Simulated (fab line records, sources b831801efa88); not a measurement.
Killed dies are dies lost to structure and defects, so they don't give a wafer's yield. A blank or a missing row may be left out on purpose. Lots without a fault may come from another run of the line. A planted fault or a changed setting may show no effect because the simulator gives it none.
One fault seen from 2 desks | flow gf180mcu | each desk has only its own numbers; what lay behind them comes last

THE METROLOGY DESK
What the gauges read, lot by lot, whatever tool the lot ran on: means of the sampled wafers that have a number. A lot is out of limits, marked OUT, if its mean lies more than 4 standard deviations from the usual mean; the brackets give that distance. Of its 9 readings 7 are shown: those that lie furthest out on some lot.
Columns: A = V3_W_RS at GF_V3_RS_MEAS_24, usual 0.326 ohm/sq; B = V3_W_THK at GF_V3_THK_MEAS_25, usual 357 nm; C = M4_ALCU_RS at GF_M4_RS_MEAS_05, usual 0.0697 ohm/sq; D = M4_ALCU_THK at GF_M4_THK_MEAS_06, usual 456 nm; E = M4_OVL at GF_M4_OVL_MEAS_15, usual 2 nm; F = V4_CVD_02_THK at GF_V4_THK_MEAS_03, usual 853 nm; G = V4_BOW at GF_V4_BOW_MEAS_05, usual 134 um
lot  | first seen here | A     | B   | C      | D   | E  | F   | G
L907 | day 24 11:22    | 0.331 | 345 | 0.0697 | 461 | 9  | 852 | 150
L910 | day 25 15:14    | 0.330 | 356 | 0.0704 | 455 | -5 | 843 | 141
L914 | day 27 06:13    | 0.323 | 362 | 0.0694 | 466 | 4  | 853 | 127
L916 | day 27 11:04    | 0.328 | 359 | 0.0690 | 464 | 4  | 858 | 140
L922 | day 29 02:41    | 0.324 | 359 | 0.0701 | 459 | 4  | 855 | 130
L924 | day 29 14:06    | 0.325 | 359 | 0.0698 | 452 | 2  | 847 | 138
This desk's finding: nothing out of limits on any of the 6 lots.

THE TOOL OWNER'S DESK: pvd_sputter-03
The tool's own readings at GF_M4_SPUTTER_04 (material TiN, target thk 50 nm, time 41.7 s): means of the sampled wafers that have a number, for each lot that ran on this tool. A lot is out of limits, marked OUT, if its mean lies more than 4 standard deviations from the usual mean; the brackets give that distance.
Columns: A = throttle_valve_pct at GF_M4_SPUTTER_04, usual 29.8 %
lot  | first seen here | A
L910 | day 25 15:54    | 29.0
L914 | day 27 06:51    | 30.9
L916 | day 27 11:43    | 29.3
This desk's finding: nothing out of limits on any of the 3 lots.

PUT TOGETHER
The metrology desk saw nothing out of limits.
The tool owner's desk saw nothing out of limits.

WHAT THE SIMULATOR HAD PUT IN
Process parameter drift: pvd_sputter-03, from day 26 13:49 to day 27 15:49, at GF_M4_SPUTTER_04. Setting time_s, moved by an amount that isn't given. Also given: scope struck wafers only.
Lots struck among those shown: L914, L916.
